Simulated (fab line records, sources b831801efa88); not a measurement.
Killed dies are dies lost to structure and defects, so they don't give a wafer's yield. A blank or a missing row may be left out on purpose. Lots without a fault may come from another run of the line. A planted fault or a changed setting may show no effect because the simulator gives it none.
Chamber matching | flow sky130 | SKY_FIELD_ISO_ETCH_14 on rie_diel-03: 4 sister chambers
The step etches BARC in N2/H2, stops on SiO2, time 45.9 s, target depth 60 nm. 8 wafers are shown with their chamber, then 9 later ones without.

WAFERS WITH THEIR CHAMBER
wafer  | chamber | drypump_motor_current_A (A) | throttle_valve_pct (%)
L383.1 | 1       | 5.9                         | 13.231
L383.3 | 0       | 5.5                         | 13.239
L386.2 | 2       | 5.8                         | 13.223
L393.5 | 3       | 6.2                         | 13.232
L393.6 | 2       | 5.8                         | 13.210
L401.1 | 3       | 6.2                         | 13.218
L401.5 | 0       | 5.5                         | 13.230
L401.6 | 1       | 5.8                         | 13.220

WAFERS WITHOUT THEIR CHAMBER
wafer  | drypump_motor_current_A (A) | throttle_valve_pct (%)
L403.3 | 5.8                         | 13.225
L403.4 | 5.8                         | 13.239
L403.5 | 5.8                         | 13.216
L404.1 | 5.8                         | 13.227
L404.3 | 5.5                         | 13.230
L404.5 | 5.8                         | 13.219
L405.2 | 5.5                         | 13.229
L405.5 | 6.2                         | 13.207
L405.6 | 5.8                         | 13.215

WHICH CHAMBER EACH WENT THROUGH
wafer  | from the rows above     | in truth
L403.3 | can't be placed: 2 or 1 | 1
L403.4 | can't be placed: 1 or 2 | 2
L403.5 | can't be placed: 2 or 1 | 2
L404.1 | can't be placed: 2 or 1 | 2
L404.3 | 0                       | 0
L404.5 | can't be placed: 2 or 1 | 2
L405.2 | 0                       | 0
L405.5 | 3                       | 3
L405.6 | can't be placed: 2 or 1 | 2
Placed correctly: 3 of 9. Can't be placed from these rows: 6 (the true chamber is among the candidates in 6). Placed wrongly: 0.
How it was worked out, from the rows above alone: a wafer's distance from a chamber is the root of the sum, over the readings, of the square of ((its reading less the chamber's mean) divided by the reading's scatter). The wafer belongs to the nearest chamber; if the next one is less than 2 further off, it can't be placed. A chamber's mean is the mean of its shown wafers. The scatter: the root of (the sum of the squares of (reading less its chamber's mean) over the shown wafers, divided by (wafers less chambers)).
